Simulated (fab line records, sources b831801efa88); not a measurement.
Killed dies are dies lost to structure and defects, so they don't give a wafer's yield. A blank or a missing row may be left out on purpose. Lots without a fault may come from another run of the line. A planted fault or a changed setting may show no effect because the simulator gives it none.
Chamber matching | flow sky130 | SKY_FIELD_ISO_ETCH_17 on rie_si-01: 4 sister chambers
The step etches Si in HBr/Cl2/O2, target depth 342 nm, time 97.7 s. 14 wafers are shown with their chamber, then 6 later ones without.

WAFERS WITH THEIR CHAMBER
wafer  | chamber | drypump_motor_current_A (A) | run_length_s (s) | oes_product_au (a.u.)
L534.2 | 1       | 5.4                         | 126.5            | 0.992
L534.3 | 0       | 5.7                         | 125.3            | 1.022
L534.5 | 2       | 5.1                         | 126.2            | 0.971
L535.1 | 3       | 5.9                         | 125.5            | 1.023
L535.4 | 0       | 5.7                         | 125.3            | 1.007
L535.5 | 0       | 5.6                         | 125.6            | 1.018
L546.2 | 3       | 5.9                         | 125.9            | 1.040
L546.3 | 0       | 5.7                         | 125.3            | 1.005
L546.6 | 1       | 5.4                         | 126.5            | 1.010
L548.1 | 3       | 5.9                         | 125.8            | 1.040
L548.2 | 2       | 5.2                         | 126.9            | 1.008
L548.5 | 2       | 5.2                         | 126.5            | 0.990
L550.2 | 3       | 5.9                         | 125.7            | 1.023
L550.3 | 2       | 5.2                         | 126.8            | 0.995

SIGNATURES (means of the wafers above)
reading                 | chamber 0 | chamber 1 | chamber 2 | chamber 3 | scatter within a chamber
drypump_motor_current_A | 5.675     | 5.400     | 5.175     | 5.900     | 0.0387
run_length_s            | 125.375   | 126.500   | 126.600   | 125.725   | 0.213
oes_product_au          | 1.01300   | 1.00100   | 0.99100   | 1.03150   | 0.0117
Rule: a wafer's distance from a chamber is the root of the sum, over the readings, of the square of ((its reading less the chamber's mean) divided by the reading's scatter). The wafer belongs to the nearest chamber; if the next one is less than 2 further off, it can't be placed. The scatter: the root of (the sum of the squares of (reading less its chamber's mean) over the shown wafers, divided by (wafers less chambers)).

WAFERS WITHOUT THEIR CHAMBER
wafer  | drypump_motor_current_A (A) | run_length_s (s) | oes_product_au (a.u.)
L550.4 | 5.4                         | 126.8            | 1.004
L551.2 | 5.7                         | 125.5            | 1.003
L551.6 | 5.1                         | 126.3            | 1.004
L553.2 | 5.7                         | 125.5            | 1.021
L553.4 | 5.3                         | 126.6            | 1.003
L553.5 | 5.3                         | 126.9            | 1.002

WHICH CHAMBER EACH WENT THROUGH
wafer  | from the rows above     | in truth
L550.4 | 1                       | 1
L551.2 | 0                       | 0
L551.6 | 2                       | 2
L553.2 | 0                       | 0
L553.4 | can't be placed: 1 or 2 | 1
L553.5 | can't be placed: 1 or 2 | 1
Placed correctly: 4 of 6. Can't be placed from these rows: 2 (the true chamber is among the candidates in 2). Placed wrongly: 0.
